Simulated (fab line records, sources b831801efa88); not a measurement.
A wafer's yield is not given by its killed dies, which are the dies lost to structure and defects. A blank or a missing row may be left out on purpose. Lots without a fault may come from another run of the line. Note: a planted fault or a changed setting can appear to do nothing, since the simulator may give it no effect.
fab line records	flow sfqLine
[record] lots = 6	wafers = 18	lastDay = 92
route steps=325 shown M7@295 I7@296
lots with no fault: from the same line, run without faults
startH: hours from the record's first day to the start of the lot's first wafer shown	waitH: time in hours since the lot's previous step	" as in the row above	L1.1+2: a row that stands for several wafers	- no value, or no start given	* or withheld: withheld	< > ~ a bound
route shown NAME@n: a module of which the file shows steps, and the number in the route of the first	usual: mean/standard deviation of fault-free wafers	same: alike in all rows	chamber/n: place in a boat	sites: per-site readings	_std_site: the standard deviation of these	_edge_site: the outer-site mean with the inner-site mean subtracted	radiusMm: how far each site lies from the wafer's centre	mask NAME#n: copy n	behind: the most recent tool/chamber to have shaped the wafer	hold: reason for holding the lot/hours on hold/outcome of the hold	device: whichever transistor did not switch (one of n, p or np)	end of line: the tests these same wafers got at the end of their route	a step given without rows: its recipe and nothing more	killed: the dies lost at the first sort to structure and to defects; this is not the yield of the wafer	map: dies across one wafer; x = killed, . = not, _ = none there
set.NAME: the setting as run; set.NAME@STEP: as run at that earlier step	model.NAME: the simulator's own value behind a step, which no gauge read
lots seen at some steps along the route; tables by step, rows by wafer
services: a tool's chamber out of use, with start hour (startH, from the record's first day; less than 0 if before it), hours out, and reason
[[steps]]
[step SFQ_TRILAYER_M7_STRIP_SOLV_CLEAN_182]
[recipe] chemistry = NMP	tempC = 70	timeS = 600
[step SFQ_TRILAYER_I7_DEP_PECVD_183]
[recipe] material = SiO2	tempC = 150	timeS = 111.11	pressureTorr = 2.4	rfW = 183.3	precursor = SiH4/N2O	targetThkNm = 500
[usual] heaterPowerW = 82/17	throttleValvePct = 24.0/1.4
lot.wafer	tool	chamber	startH	waitH	heaterPowerW	throttleValvePct
L415.1	pecvd-04	1	1806.33	0.0	69	25.5
L415.4	"	1	"	"	59	25.5
L415.6	"	0	"	"	65	24.9
L417.3	pecvd-02	2	1808.85	0.0	73	25.7
L417.4	"	0	"	"	60	25.1
L417.6	"	1	"	"	72	24.3
L419.2	pecvd-03	1	1826.72	0.0	99	23.2
L419.4	"	2	"	"	74	24.6
L419.6	"	1	"	"	102	23.3
L429.1	pecvd-02	0	1964.80	0.0	60	25.5
L429.2	"	2	"	"	77	26.5
L429.6	"	2	"	"	78	26.5
L433.2	pecvd-03	1	2191.41	0.0	107	24.4
L433.4	"	0	"	"	92	22.4
L433.5	"	1	"	"	111	24.3
L436.1	pecvd-03	2	2198.60	0.0	83	25.3
L436.3	"	1	"	"	109	24.4
L436.4	"	0	"	"	111	22.5
[step SFQ_TRILAYER_I7_CMP_CMP_184]
[recipe] material = SiO2	downForcePsi = 3	platenRpm = 60	padVelocityMS = 0.94248
[usual] motorCurrentA = 10.3/1.1	slurryFilterDpKPa = 13.49/0.13	timeToEndpointS = 216/8.5
lot.wafer	tool	chamber	startH	waitH	motorCurrentA	slurryFilterDpKPa	timeToEndpointS
L415.1	cmp-01	0	1806.40	0.0	10.2	13.48	214
L415.4	"	3	1807.90	1.5	9.7	13.44	217
L415.6	"	0	"	"	10.0	13.40	223
L417.4	cmp-01	0	1812.40	3.5	10.1	13.45	220
L417.3	"	3	1813.90	5.0	9.9	13.39	213
L417.6	"	0	"	"	9.9	13.47	227
L419.4	cmp-01	1	1826.79	0.0	10.9	13.39	231
L419.2	"	2	"	"	9.9	13.43	220
L419.6	"	1	1828.79	2.0	11.2	13.52	225
L429.2	cmp-01	3	1964.88	0.0	9.9	13.44	199
L429.1	"	2	1966.38	1.5	9.7	13.54	214
L429.6	"	0	1967.38	2.5	9.7	13.77	205
L433.2	cmp-01	2	2191.99	0.5	10.1	13.74	222
L433.4	"	0	2192.99	1.5	9.8	13.50	211
L433.5	"	2	2193.99	2.5	9.9	13.29	224
L436.3	cmp-01	2	2199.18	0.5	10.0	13.60	214
L436.4	"	3	"	"	10.4	13.40	207
L436.1	"	0	"	"	10.2	13.40	208
[step SFQ_I7_BOW_MEAS_946]
[recipe] mode = bow
[usual] I7_BOW = 7/13
lot.wafer	tool	chamber	startH	waitH	I7_BOW[um]
L415.1	filmMetro-01	-	1809.40	2.5	5
L415.4	"	-	"	"	10
L415.6	"	-	"	"	16
L417.3	filmMetro-03	-	1815.44	1.0	21
L417.4	"	-	"	"	-3
L417.6	"	-	"	"	3
L419.2	filmMetro-02	-	1829.81	2.0	10
L419.4	"	-	"	"	10
L419.6	"	-	"	"	25
L429.1	filmMetro-03	-	1967.88	1.0	7
L429.2	"	-	"	"	7
L429.6	"	-	"	"	17
L433.2	filmMetro-01	-	2194.51	2.0	23
L433.4	"	-	"	"	36
L433.5	"	-	"	"	16
L436.1	filmMetro-03	-	2201.68	1.0	-12
L436.3	"	-	"	"	-2
L436.4	"	-	"	"	6
[step SFQ_TRILAYER_I7_METRO_MEASURE_185]
[usual] thkNm = 199.9/1.2
lot.wafer	tool	chamber	startH	waitH	thkNm
L415.1	filmMetro-01	-	1809.52	0.1	200.9
L415.4	"	-	"	"	200.3
L415.6	"	-	"	"	200.5
L417.3	filmMetro-03	-	1815.92	0.5	199.0
L417.4	"	-	"	"	199.9
L417.6	"	-	"	"	198.5
L419.2	filmMetro-02	-	1830.11	0.3	201.3
L419.4	"	-	"	"	202.1
L419.6	"	-	"	"	201.6
L429.1	filmMetro-03	-	1968.00	0.1	200.1
L429.2	"	-	"	"	198.7
L429.6	"	-	"	"	199.1
L433.2	filmMetro-01	-	2194.81	0.3	200.6
L433.4	"	-	"	"	198.8
L433.5	"	-	"	"	200.6
L436.1	filmMetro-03	-	2201.80	0.1	198.4
L436.3	"	-	"	"	200.9
L436.4	"	-	"	"	198.1
[step SFQ_TRILAYER_I7_VIA_LITHO_COAT_192]
[recipe] resist = BARC	spinRpm = 3000	resistThkNm = 62
[step SFQ_TRILAYER_I7_VIA_LITHO_COAT_187]
[recipe] resist = KrF	spinRpm = 3000	resistThkNm = 650
[step SFQ_TRILAYER_I7_VIA_LITHO_SOFTBAKE_191]
[recipe] tempC = withheld	timeS = withheld	resist = KrF
[step SFQ_TRILAYER_I7_VIA_LITHO_EXPOSE_188]
[recipe] maskId = I7	na = 0.6	sourceShape = conventional	sigmaOuter = 0.65	targetCdNm = 1000	doseMj = 21.3
[step SFQ_TRILAYER_I7_VIA_LITHO_PEB_190]
[recipe] pebTempC = 115	pebTimeS = 60	resist = KrF
[step SFQ_TRILAYER_I7_VIA_LITHO_DEVELOP_189]
[recipe] timeS = 60	resist = KrF
[step SFQ_I7_OVL_MEAS_947]
[usual] I7_OVL = 1/4.8
lot.wafer	tool	chamber	startH	waitH	I7_OVL[nm]
L415.1	overlay-01	-	1813.10	0.1	2
L415.4	"	-	"	"	-5
L415.6	"	-	"	"	-6
L417.3	overlay-02	-	1818.99	0.1	8
L417.4	"	-	"	"	9
L417.6	"	-	"	"	8
L419.2	overlay-02	-	1834.08	0.1	-1
L419.4	"	-	"	"	-5
L419.6	"	-	"	"	-2
L429.1	overlay-01	-	1971.45	0.1	-3
L429.2	"	-	"	"	-1
L429.6	"	-	"	"	-3
L433.2	overlay-01	-	2198.07	0.1	-8
L433.4	"	-	"	"	-4
L433.5	"	-	"	"	1
L436.1	overlay-02	-	2206.61	0.1	3
L436.3	"	-	"	"	2
L436.4	"	-	"	"	2
[step SFQ_TRILAYER_I7_VIA_BARC_OPEN_VIA_ETCH_260]
[recipe] maskMaterial = PR	chemistry = O2	targetDepthNm = 125	target = BARC	sourceW = 500	biasW = 80	pressureMtorr = 30	timeS = 41.7
[usual] biasW = 80.01/0.23	drypumpMotorCurrentA = 5.6/0.52	oesProductAu = 0.685/0.0045
lot.wafer	tool	chamber	startH	waitH	biasW	drypumpMotorCurrentA	oesProductAu	rfHoursCounterH	model.KrF_of_TRILAYER_I7_VIA_LITHO_COAT_187.thkNm
L415.1	rieDiel-01	2	1813.13	0.0	80.35	6.8	0.682	13	571.9
L415.4	"	3	"	"	80.05	5.3	0.692	13	572
L415.6	"	0	"	"	80.00	5.7	0.676	-	574.8
L417.3	rieDiel-01	3	1819.01	0.0	80.04	5.3	0.683	13	569.6
L417.4	"	2	"	"	80.45	6.9	0.678	-	571.8
L417.6	"	0	"	"	79.85	5.6	0.684	-	545.3
L419.2	rieDiel-01	0	1834.11	0.0	79.75	5.6	0.680	3	549.7
L419.4	"	2	"	"	80.24	6.8	0.685	13	577.5
L419.6	"	1	"	"	79.88	5.6	0.687	-	577.9
L429.1	rieDiel-02	1	1971.49	0.0	79.56	5.0	0.680	4	576.6
L429.2	"	0	"	"	79.60	5.5	0.681	1	577.4
L429.6	"	0	"	"	79.79	5.5	0.685	-	576.4
L433.2	rieDiel-02	3	2198.10	0.0	79.89	5.8	0.683	4	572.1
L433.4	"	0	"	"	80.34	5.5	0.686	-	572.8
L433.5	"	1	"	"	80.27	5.0	0.691	-	569
L436.1	rieDiel-01	1	2206.65	0.0	79.78	5.5	0.683	9	575.9
L436.3	"	3	"	"	79.90	5.3	0.681	16	573.6
L436.4	"	0	"	"	80.05	5.7	0.685	9	574.8
[step SFQ_TRILAYER_I7_VIA_ETCH_VIA_ETCH_190]
[recipe] target = SiO2	stopOn = Nb	maskMaterial = PR	taperDeg = 20	chemistry = CHF3	targetDepthNm = 260	sourceW = 500	biasW = 80	pressureMtorr = 30	timeS = withheld
[usual] biasW = 80.03/0.25	drypumpMotorCurrentA = 5.6/0.51	oesProductAu = 0.854/0.0051
lot.wafer	tool	chamber	startH	waitH	biasW	drypumpMotorCurrentA	oesProductAu	model.KrF_of_TRILAYER_I7_VIA_LITHO_COAT_187.thkNm
L415.1	rieDiel-01	2	1813.17	0.0	79.67	6.8	0.859	526.8
L415.4	"	3	"	"	80.05	5.3	0.854	526.7
L415.6	"	0	"	"	79.86	5.6	0.853	530.4
L417.3	rieDiel-01	3	1819.05	0.0	79.82	5.3	0.856	524.3
L417.4	"	2	"	"	80.10	6.8	0.852	526.9
L417.6	"	0	"	"	79.96	5.6	0.850	501.3
L419.2	rieDiel-01	0	1834.14	0.0	79.89	5.6	0.859	505.8
L419.4	"	2	"	"	79.84	6.8	0.854	533.6
L419.6	"	1	"	"	80.24	5.5	0.857	533.2
L429.1	rieDiel-02	1	1971.53	0.0	80.07	5.0	0.845	531.7
L429.2	"	0	"	"	79.82	5.5	0.855	533.6
L429.6	"	0	"	"	79.71	5.5	0.853	532.8
L433.2	rieDiel-02	3	2198.14	0.0	79.94	5.8	0.859	528
L433.4	"	0	"	"	79.91	5.5	0.855	529
L433.5	"	1	"	"	80.33	5.0	0.853	524
L436.1	rieDiel-01	1	2206.69	0.0	79.72	5.5	0.852	530.9
L436.3	"	3	"	"	80.00	5.3	0.868	528.8
L436.4	"	0	"	"	80.05	5.6	0.848	530.7
[step SFQ_TRILAYER_I7_VIA_STRIP_STRIP_191]
[recipe] gas = O2	powerW = 200	platenTempC = 40	overashFraction = 0.65	chemistry = O2	pressureMtorr = 50
[usual] drypumpMotorCurrentA = 6.0/0.47	heBacksideLeakSccm = 3.49/0.23	oesProductAu = 1.000/0.0096
lot.wafer	tool	chamber	startH	waitH	drypumpMotorCurrentA	heBacksideLeakSccm	oesProductAu	rfHoursCounterH
L415.1	rieMetal-03	1	1813.29	-	5.7	3.72	0.986	102
L415.4	"	1	"	"	5.7	3.46	0.995	-
L415.6	"	1	"	"	5.7	3.62	0.983	-
L417.3	rieMetal-04	1	1819.36	-	5.2	3.96	1.013	-
L417.4	"	0	"	"	6.4	3.52	0.989	-
L417.6	"	0	"	"	6.4	3.36	0.997	-
L419.2	rieMetal-02	1	1834.26	-	5.9	3.40	0.993	89
L419.4	"	1	"	"	5.9	3.38	0.997	-
L419.6	"	0	"	"	6.3	3.28	1.002	-
L429.1	rieMetal-04	0	1971.64	-	6.4	3.37	1.003	8
L429.2	"	1	"	"	5.1	3.16	0.992	2
L429.6	"	1	"	"	5.2	3.26	0.987	-
L433.2	rieMetal-03	1	2198.25	-	5.8	3.45	0.996	20
L433.4	"	0	"	"	6.6	3.66	1.007	-
L433.5	"	1	"	"	5.7	3.52	0.998	-
L436.1	rieMetal-02	0	2206.80	-	6.2	3.73	1.000	53
L436.3	"	1	"	"	5.9	3.29	1.007	-
L436.4	"	0	"	"	6.2	3.76	1.006	-
[[services]]
tool	chamber	startH	hours	kind
rieDiel-01	-	1783.82	12.2	repair
cmp-01	-	1789.64	0.5	repair
rieDiel-01	1	1818.22	8.9	repair
filmMetro-03	-	1830.45	20.9	pm
pecvd-03	1	1830.95	29.4	repair
rieDiel-01	-	1847.98	2.8	pm
filmMetro-03	-	1851.33	0.9	pm
cmp-01	-	1884.99	5.6	pm
filmMetro-03	-	1908.47	0.3	pm
rieDiel-02	0	1911.40	3.8	repair
rieDiel-02	1	1939.97	12.2	repair
cmp-01	-	1941.58	4.0	pm
rieDiel-01	2	1953.61	5.0	repair
pecvd-03	0	1960.87	5.7	repair
rieDiel-02	3	1966.08	15.1	repair
filmMetro-03	-	1975.82	0.6	pm
rieDiel-02	-	1990.56	2.8	pm
rieDiel-02	3	2009.42	2.5	repair
rieDiel-01	3	2051.48	132.0	repair
cmp-01	-	2054.37	0.4	repair
cmp-01	-	2064.28	1.1	repair
filmMetro-03	-	2076.69	0.4	pm
cmp-01	-	2146.34	0.3	repair
filmMetro-03	-	2153.47	0.6	pm
[[key]]
firstSign none at tools or gauges
[modelEffect] step = SFQ_TRILAYER_I7_VIA_BARC_OPEN_VIA_ETCH_260	value = KrF_of_TRILAYER_I7_VIA_LITHO_COAT_187.thkNm	without = 575	struck = 547.5
[modelEffect] step = SFQ_TRILAYER_I7_VIA_ETCH_VIA_ETCH_190	value = KrF_of_TRILAYER_I7_VIA_LITHO_COAT_187.thkNm	without = 531.1	struck = 503.5
metAt SFQ_TRILAYER_I7_VIA_BARC_OPEN_VIA_ETCH_260
struckWafers L417.6,L419.2
onsetBetween 1813.13 1819.01
[fault] kind = processParameterDrift	tool = rieDiel-01	chamber = 0	onsetH = 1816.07	steps = SFQ_TRILAYER_I7_VIA_BARC_OPEN_VIA_ETCH_260	channel = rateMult	offset = 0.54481	shape = step	endH = 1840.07
